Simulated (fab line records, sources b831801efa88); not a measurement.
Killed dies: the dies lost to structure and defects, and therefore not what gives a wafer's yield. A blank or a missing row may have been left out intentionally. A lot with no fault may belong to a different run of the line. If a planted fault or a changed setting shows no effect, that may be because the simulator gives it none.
fab line records ; flow sky130
record: lots: 9; wafers: 27; last_day: 50
route steps=708 shown CAP2M@616 VIA4@642 METAL5@676
lots with no fault: from the same line, run without faults
start_h: hours from the record's opening day to when the first of the lot's shown wafers began ; wait_h: hours from the lot's prior step to this one ; " identical to the entry in the row above ; L1.1+2: a single row standing in for several wafers ; - value missing, or start not given ; * or withheld: withheld ; < > ~ a bound
route shown NAME@n: a module of which the file shows steps, and the number in the route of the first ; usual: the fault-free wafers' mean and standard deviation ; same: alike in all rows ; chamber/n: place in a boat ; sites: readings site by site ; _std_site: the standard deviation of these ; _edge_site: the outer-site mean with the inner-site mean subtracted ; radius_mm: how far each site lies from the wafer's centre ; mask NAME#n: copy n ; behind: tool/chamber where the wafer was last shaped ; hold: what put the lot on hold/how long, in hours/how the hold closed ; device: names the non-switching transistor (n, p or np) ; end of line: at the end of the route, the tests of the same wafers ; where a step has no rows: the recipe by itself ; killed: at the first sort, the dies lost to defects and structure; wafer yield is something else ; map: the dies of a wafer, with x for killed, . for not killed, _ for no die there
set.NAME: the run value of the setting; set.NAME@STEP: its run value at that earlier step ; model.NAME: the simulator's own value behind a step, which no gauge read
a sample of lots followed through the steps of the route, with each step as a table and each wafer as a row
services: when a tool's chamber went out of use (start_h, in hours from the record's first day, below 0 if earlier), for how many hours, and the reason
== steps ==
step: SKY_CAP2M_METAL_ETCH_13
recipe: target_depth_nm: 220; stop_on: SiO2; chemistry: Cl2/BCl3; target: TiN; pressure_mtorr: 10; icp_w: 900; bias_w: 48.5; Cl2_flow_sccm: 60; bcl3_flow_sccm: 30; time_s: 62.9
usual: drypump_motor_current_A: 5.7/0.47; oes_product_au: 0.939/0.0077; throttle_valve_pct: 21.901/0.0093
lot.wafer;tool;chamber;start_h;wait_h;drypump_motor_current_A;oes_product_au;rf_hours_counter_h;throttle_valve_pct
L110.1;rie_metal-03;1;961.08;0.0;5.9;0.945;4;21.901
L110.5;rie_metal-03;0;961.08;0.0;4.9;0.943;-;21.908
L110.6;rie_metal-03;1;961.08;0.0;5.9;0.945;-;21.906
L112.1;rie_metal-02;1;965.33;0.0;5.7;0.929;18;21.891
L112.5;rie_metal-02;1;965.33;0.0;5.7;0.924;-;21.901
L112.6;rie_metal-02;0;965.33;0.0;6.2;0.931;-;21.907
L116.1;rie_metal-03;0;993.58;0.0;4.9;0.932;14;21.917
L116.5;rie_metal-03;0;993.58;0.0;4.9;0.947;-;21.894
L116.6;rie_metal-03;1;993.58;0.0;5.9;0.945;-;21.897
L117.2;rie_metal-03;0;1008.01;0.0;4.8;0.946;15;21.892
L117.3;rie_metal-03;1;1008.01;0.0;5.9;0.948;-;21.884
L117.6;rie_metal-03;1;1008.01;0.0;5.9;0.947;-;21.877
L127.1;rie_metal-04;0;1079.57;0.0;6.0;0.947;9;21.909
L127.3;rie_metal-04;0;1079.57;0.0;6.0;0.947;-;21.872
L127.6;rie_metal-04;1;1079.57;0.0;5.6;0.943;-;21.909
L128.1;rie_metal-04;1;1080.82;0.0;5.6;0.943;19;21.902
L128.2;rie_metal-04;0;1080.82;0.0;6.0;0.941;9;21.908
L128.6;rie_metal-04;1;1080.82;0.0;5.6;0.943;-;21.903
L130.4;rie_metal-02;0;1087.91;0.0;6.2;0.945;-;21.903
L130.5;rie_metal-02;1;1087.91;0.0;5.7;0.940;-;21.910
L130.6;rie_metal-02;0;1087.91;0.0;6.2;0.936;-;21.894
L131.2;rie_metal-03;1;1090.68;0.0;5.9;0.941;12;21.899
L131.4;rie_metal-03;1;1090.68;0.0;5.9;0.933;-;21.913
L131.6;rie_metal-03;1;1090.68;0.0;5.8;0.935;-;21.913
L132.1;rie_metal-04;0;1101.83;0.0;6.0;0.938;12;21.892
L132.4;rie_metal-04;0;1101.83;0.0;6.0;0.932;-;21.905
L132.6;rie_metal-04;0;1101.83;0.0;6.0;0.936;-;21.919
step: SKY_VIA4_BOW_MEAS_03
recipe: mode: bow
usual: VIA4_BOW: 77/8.4
lot.wafer;tool;chamber;start_h;wait_h;VIA4_BOW[um]
L110.1;film_metro-02;-;987.60;0.1;79
L110.5;film_metro-02;-;987.60;0.1;62
L110.6;film_metro-02;-;987.60;0.1;67
L112.1;film_metro-01;-;991.63;0.2;80
L112.5;film_metro-01;-;991.63;0.2;72
L112.6;film_metro-01;-;991.63;0.2;73
L116.1;film_metro-02;-;1019.36;0.2;77
L116.5;film_metro-02;-;1019.36;0.2;80
L116.6;film_metro-02;-;1019.36;0.2;75
L117.2;film_metro-02;-;1032.65;0.2;62
L117.3;film_metro-02;-;1032.65;0.2;76
L117.6;film_metro-02;-;1032.65;0.2;69
L127.1;film_metro-03;-;1102.44;0.2;80
L127.3;film_metro-03;-;1102.44;0.2;92
L127.6;film_metro-03;-;1102.44;0.2;84
L128.1;film_metro-03;-;1103.76;0.2;82
L128.2;film_metro-03;-;1103.76;0.2;97
L128.6;film_metro-03;-;1103.76;0.2;97
L130.4;film_metro-01;-;1110.36;0.3;82
L130.5;film_metro-01;-;1110.36;0.3;85
L130.6;film_metro-01;-;1110.36;0.3;57
L131.2;film_metro-02;-;1112.39;0.3;73
L131.4;film_metro-02;-;1112.39;0.3;76
L131.6;film_metro-02;-;1112.39;0.3;65
L132.1;film_metro-03;-;1123.98;0.1;77
L132.4;film_metro-03;-;1123.98;0.1;68
L132.6;film_metro-03;-;1123.98;0.1;80
step: SKY_VIA4_CVD_18
recipe: material: W; target_thk_nm: 505; time_s: 152.14; temp_c: 400; pressure_torr: 40
usual: heater_power_w: 833/33; susceptor_temp_C: 400.00/0.22
lot.wafer;tool;chamber;start_h;wait_h;heater_power_w;susceptor_temp_C
L110.1;cvd_w-01;0;1010.90;0.0;854;400.45
L110.5;cvd_w-01;0;1010.90;0.0;827;400.49
L110.6;cvd_w-01;1;1010.90;0.0;851;399.79
L112.1;cvd_w-01;0;1015.61;0.0;862;399.78
L112.5;cvd_w-01;1;1015.61;0.0;881;399.93
L112.6;cvd_w-01;0;1015.61;0.0;846;400.06
L116.1;cvd_w-01;1;1042.59;0.0;836;399.55
L116.5;cvd_w-01;0;1042.59;0.0;793;384.97
L116.6;cvd_w-01;1;1042.59;0.0;854;400.14
L117.2;cvd_w-01;1;1056.03;0.0;826;400.17
L117.3;cvd_w-01;0;1056.03;0.0;767;385.09
L117.6;cvd_w-01;0;1056.03;0.0;792;385.40
L127.1;cvd_w-02;0;1122.69;0.0;832;399.60
L127.3;cvd_w-02;0;1122.69;0.0;818;399.78
L127.6;cvd_w-02;1;1122.69;0.0;777;399.91
L128.1;cvd_w-01;1;1124.05;0.0;848;399.68
L128.2;cvd_w-01;0;1124.05;0.0;847;400.05
L128.6;cvd_w-01;0;1124.05;0.0;858;400.32
L130.4;cvd_w-01;0;1130.21;0.1;849;399.61
L130.5;cvd_w-01;0;1130.21;0.1;846;399.95
L130.6;cvd_w-01;1;1130.21;0.1;845;400.03
L131.2;cvd_w-01;0;1132.70;0.0;868;399.54
L131.4;cvd_w-01;0;1132.70;0.0;870;399.77
L131.6;cvd_w-01;1;1132.70;0.0;855;399.96
L132.1;cvd_w-01;1;1143.00;0.0;870;399.79
L132.4;cvd_w-01;1;1143.00;0.0;844;400.02
L132.6;cvd_w-01;0;1143.00;0.0;847;400.17
step: SKY_VIA4_RS_MEAS_19
recipe: thk_meas_gauge: four-point-probe; reads: W_of_VIA4_CVD_18+TiN_of_VIA4_SPUTTER_17
usual: VIA4_W_RS: 0.2269/0.0027
lot.wafer;tool;chamber;start_h;wait_h;hold;VIA4_W_RS[ohm/sq]
L110.1;film_metro-03;-;1011.05;0.1;-;0.2252
L110.5;film_metro-03;-;1011.05;0.1;-;0.2231
L110.6;film_metro-03;-;1011.05;0.1;-;0.2244
L112.1;film_metro-03;-;1015.76;0.1;-;0.2257
L112.5;film_metro-03;-;1015.76;0.1;-;0.2256
L112.6;film_metro-03;-;1015.76;0.1;-;0.2242
L116.1;film_metro-03;-;1042.75;0.1;await_dispo/0.2h/release;0.2246
L116.5;film_metro-03;-;1042.75;0.1;await_dispo/0.2h/release;0.2950
L116.6;film_metro-03;-;1042.75;0.1;await_dispo/0.2h/release;0.2266
L116.1;film_metro-03;-;1043.03;0.3;-;0.2247
L116.5;film_metro-03;-;1043.03;0.3;-;0.2949
L116.6;film_metro-03;-;1043.03;0.3;-;0.2265
L117.2;film_metro-02;-;1056.20;0.1;await_dispo/0.2h/release;0.2234
L117.3;film_metro-02;-;1056.20;0.1;await_dispo/0.2h/release;0.2903
L117.6;film_metro-02;-;1056.20;0.1;await_dispo/0.2h/release;0.2934
L117.2;film_metro-02;-;1056.49;0.3;-;0.2236
L117.3;film_metro-02;-;1056.49;0.3;-;0.2901
L117.6;film_metro-02;-;1056.49;0.3;-;0.2940
L127.1;film_metro-01;-;1122.84;0.1;-;0.2269
L127.3;film_metro-01;-;1122.84;0.1;-;0.2271
L127.6;film_metro-01;-;1122.84;0.1;-;0.2264
L128.1;film_metro-03;-;1124.20;0.1;-;0.2296
L128.2;film_metro-03;-;1124.20;0.1;-;0.2265
L128.6;film_metro-03;-;1124.20;0.1;-;0.2262
L130.4;film_metro-02;-;1130.38;0.1;-;0.2262
L130.5;film_metro-02;-;1130.38;0.1;-;0.2284
L130.6;film_metro-02;-;1130.38;0.1;-;0.2291
L131.2;film_metro-02;-;1132.87;0.1;-;0.2210
L131.4;film_metro-02;-;1132.87;0.1;-;0.2215
L131.6;film_metro-02;-;1132.87;0.1;-;0.2279
L132.1;film_metro-03;-;1143.15;0.1;-;0.2285
L132.4;film_metro-03;-;1143.15;0.1;-;0.2263
L132.6;film_metro-03;-;1143.15;0.1;-;0.2226
step: SKY_VIA4_THK_MEAS_20
recipe: thk_meas_gauge: xrf; reads: W_of_VIA4_CVD_18
usual: VIA4_W_THK: 506/7.4
lot.wafer;tool;chamber;start_h;wait_h;hold;VIA4_W_THK[nm]
L110.1;film_metro-03;-;1011.17;0.1;-;512
L110.5;film_metro-03;-;1011.17;0.1;-;522
L110.6;film_metro-03;-;1011.17;0.1;-;516
L112.1;film_metro-03;-;1015.88;0.1;-;508
L112.5;film_metro-03;-;1015.88;0.1;-;512
L112.6;film_metro-03;-;1015.88;0.1;-;516
L116.1;film_metro-03;-;1048.92;5.9;await_dispo/0.2h/release;515
L116.5;film_metro-03;-;1048.92;5.9;await_dispo/0.2h/release;391
L116.6;film_metro-03;-;1048.92;5.9;await_dispo/0.2h/release;511
L116.1;film_metro-03;-;1049.18;0.2;-;516
L116.5;film_metro-03;-;1049.18;0.2;-;390
L116.6;film_metro-03;-;1049.18;0.2;-;511
L117.2;film_metro-02;-;1069.24;12.7;await_dispo/0.2h/release;521
L117.3;film_metro-02;-;1069.24;12.7;await_dispo/0.2h/release;400
L117.6;film_metro-02;-;1069.24;12.7;await_dispo/0.2h/release;395
L117.2;film_metro-02;-;1069.47;0.2;-;521
L117.3;film_metro-02;-;1069.47;0.2;-;402
L117.6;film_metro-02;-;1069.47;0.2;-;396
L127.1;film_metro-01;-;1122.96;0.1;-;505
L127.3;film_metro-01;-;1122.96;0.1;-;509
L127.6;film_metro-01;-;1122.96;0.1;-;509
L128.1;film_metro-03;-;1124.32;0.1;-;496
L128.2;film_metro-03;-;1124.32;0.1;-;500
L128.6;film_metro-03;-;1124.32;0.1;-;504
L130.4;film_metro-02;-;1130.47;0.1;-;513
L130.5;film_metro-02;-;1130.47;0.1;-;506
L130.6;film_metro-02;-;1130.47;0.1;-;506
L131.2;film_metro-02;-;1132.98;0.1;-;519
L131.4;film_metro-02;-;1132.98;0.1;-;522
L131.6;film_metro-02;-;1132.98;0.1;-;505
L132.1;film_metro-03;-;1143.27;0.1;-;502
L132.4;film_metro-03;-;1143.27;0.1;-;505
L132.6;film_metro-03;-;1143.27;0.1;-;512
step: SKY_VIA4_CMP_21
recipe: stop_on: SiO2; t_overpolish_s: 25; down_force_psi: 3.5; platen_rpm: 60; target_thk_nm: 0; pad_velocity_m_s: 0.94248
usual: motor_current_A: 11.7/0.74; time_to_endpoint_s: 124/4.4
lot.wafer;tool;chamber;start_h;wait_h;hold;motor_current_A;time_to_endpoint_s
L110.1;cmp-02;3;1011.36;0.2;-;10.8;123
L110.5;cmp-02;2;1011.36;0.2;-;11.8;123
L110.6;cmp-02;3;1011.36;0.2;-;10.8;121
L112.1;cmp-02;0;1015.94;0.1;-;10.8;127
L112.6;cmp-02;0;1015.94;0.1;-;11.2;126
L112.5;cmp-02;1;1015.94;0.1;-;12.6;124
L116.1;cmp-02;0;1052.41;3.2;await_dispo/2.6h/release;11.1;125
L116.6;cmp-02;3;1052.41;3.2;await_dispo/2.6h/release;10.5;120
L116.5;cmp-02;0;1052.41;3.2;await_dispo/2.6h/release;11.2;95
L117.2;cmp-02;3;1072.18;2.7;await_dispo/2.1h/release;11.3;122
L117.3;cmp-02;1;1072.18;2.7;await_dispo/2.1h/release;12.7;95
L117.6;cmp-02;3;1072.18;2.7;await_dispo/2.1h/release;11.5;94
L127.1;cmp-01;0;1123.02;0.1;-;11.6;124
L127.3;cmp-01;3;1123.02;0.1;-;12.2;126
L127.6;cmp-01;0;1123.02;0.1;-;11.4;124
L128.1;cmp-01;2;1124.53;0.2;-;11.2;120
L128.2;cmp-01;0;1124.53;0.2;-;11.2;124
L128.6;cmp-01;2;1124.53;0.2;-;11.5;122
L130.4;cmp-01;0;1130.50;0.0;-;11.6;122
L130.5;cmp-01;0;1130.50;0.0;-;11.7;122
L130.6;cmp-01;1;1130.50;0.0;-;11.8;126
L131.4;cmp-01;1;1133.33;0.3;-;11.3;136
L131.2;cmp-01;3;1133.33;0.3;-;13.4;131
L131.6;cmp-01;2;1133.33;0.3;-;10.5;119
L132.4;cmp-02;0;1143.33;0.0;-;10.9;124
L132.1;cmp-02;2;1143.33;0.0;-;11.1;124
L132.6;cmp-02;1;1143.33;0.0;-;12.2;123
step: SKY_METAL5_METAL_ETCH_15
recipe: target_depth_a: 12600; stop_on: SiO2; over_etch_frac: 0.2; time_s: 252; chemistry: Cl2/BCl3; resist_sidewall_deg: 86; pressure_mtorr: 10; icp_w: 887.5; bias_w: 48.5; Cl2_flow_sccm: 60; bcl3_flow_sccm: 30
usual: drypump_motor_current_A: 5.5/0.44; oes_product_au: 0.894/0.0053; throttle_valve_pct: 22.265/0.0096
lot.wafer;tool;chamber;start_h;wait_h;drypump_motor_current_A;oes_product_au;rf_hours_counter_h;throttle_valve_pct
L110.1;rie_metal-02;1;1034.48;0.0;5.7;0.897;2;22.256
L110.5;rie_metal-02;1;1034.48;0.0;5.7;0.901;-;22.261
L110.6;rie_metal-02;0;1034.48;0.0;6.2;0.897;-;22.268
L112.1;rie_metal-01;1;1039.80;0.1;5.1;0.894;17;22.274
L112.5;rie_metal-01;1;1039.80;0.1;5.1;0.897;-;22.256
L112.6;rie_metal-01;1;1039.80;0.1;5.1;0.898;-;22.267
L116.1;rie_metal-02;1;1064.96;0.1;5.7;0.890;4;22.243
L116.5;rie_metal-02;1;1064.96;0.1;5.7;0.900;-;22.271
L116.6;rie_metal-02;1;1064.96;0.1;5.7;0.886;-;22.264
L117.2;rie_metal-03;1;1077.88;0.0;5.9;0.895;11;22.266
L117.3;rie_metal-03;0;1077.88;0.0;4.8;0.894;-;22.271
L117.6;rie_metal-03;1;1077.88;0.0;5.8;0.893;-;22.265
L127.1;rie_metal-03;1;1142.11;0.0;5.8;0.899;16;22.261
L127.3;rie_metal-03;0;1142.11;0.0;4.9;0.898;-;22.272
L127.6;rie_metal-03;1;1142.11;0.0;5.9;0.896;-;22.264
L128.1;rie_metal-01;0;1143.98;0.0;5.5;0.890;7;22.283
L128.2;rie_metal-01;1;1143.98;0.0;5.1;0.887;25;22.248
L128.6;rie_metal-01;0;1143.98;0.0;5.5;0.889;-;22.258
L130.4;rie_metal-01;1;1150.06;0.1;5.1;0.891;-;22.278
L130.5;rie_metal-01;1;1150.06;0.1;5.1;0.895;-;22.265
L130.6;rie_metal-01;0;1150.06;0.1;5.5;0.891;-;22.275
L131.2;rie_metal-03;0;1152.71;0.0;4.9;0.902;26;22.279
L131.4;rie_metal-03;1;1152.71;0.0;5.8;0.897;-;22.274
L131.6;rie_metal-03;0;1152.71;0.0;4.8;0.892;-;22.259
L132.1;rie_metal-01;1;1162.13;0.0;5.1;0.902;27;22.262
L132.4;rie_metal-01;1;1162.13;0.0;5.1;0.900;-;22.267
L132.6;rie_metal-01;0;1162.13;0.0;5.5;0.883;-;22.255
== services ==
tool;chamber;start_h;hours;kind
rie_metal-01;0;967.17;1.6;repair
cmp-02;-;971.07;0.4;repair
rie_metal-01;1;983.21;1.8;repair
rie_metal-02;1;986.56;-;clean
rie_metal-02;1;986.56;22.4;scheduled_down
rie_metal-02;1;986.56;22.4;vent_cycle
cmp-02;-;1002.41;6.0;pm
cmp-02;-;1025.82;1.8;repair
cmp-02;-;1038.76;1.8;repair
rie_metal-04;-;1049.55;1.4;repair
cmp-01;-;1056.74;1.5;repair
rie_metal-02;0;1058.78;15.6;repair
cvd_w-02;0;1063.14;4.8;repair
cvd_w-01;-;1063.58;14.6;pm
cvd_w-01;-;1078.33;0.5;repair
rie_metal-04;1;1083.81;20.9;repair
cmp-02;-;1084.27;4.0;pm
cmp-02;-;1088.27;-;consumable_replace:conditioner
cmp-02;-;1088.27;-;consumable_replace:pad
cmp-02;-;1099.61;0.4;repair
rie_metal-01;1;1099.84;1.6;repair
cmp-02;-;1112.37;11.1;pm
cmp-02;-;1141.66;0.6;repair
cmp-01;-;1160.85;4.0;pm
== key ==
first_sign: step: SKY_VIA4_CVD_18; reading: susceptor_temp_C; direction: down; sigmas: 68; usual: *; struck: *
effect: step: SKY_VIA4_RS_MEAS_19; reading: visit; direction: added
effect: step: SKY_VIA4_RS_MEAS_19; reading: VIA4_W_RS; direction: up; sigmas: 24; usual: 0.2269; struck: 0.2929
effect: step: SKY_VIA4_THK_MEAS_20; reading: visit; direction: added
effect: step: SKY_VIA4_THK_MEAS_20; reading: VIA4_W_THK; direction: down; sigmas: 15; usual: 506; struck: 396
effect: step: SKY_VIA4_CMP_21; reading: time_to_endpoint_s; direction: down; sigmas: 6.7; usual: *; struck: *
met_at SKY_VIA4_CVD_18
struck_lots L116,L117
struck_wafers L116.5,L117.3,L117.6
not_acting_at SKY_CAP2M_METAL_ETCH_13,SKY_VIA4_BOW_MEAS_03,SKY_METAL5_METAL_ETCH_15
onset_between 1015.61 1042.59
fault: kind: process_parameter_drift; tool: cvd_w-01; chamber: 0; onset_h: 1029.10; steps: SKY_VIA4_CVD_18; channel: temp_c; offset: *; shape: step; end_h: 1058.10; acts_in: *; stated: *
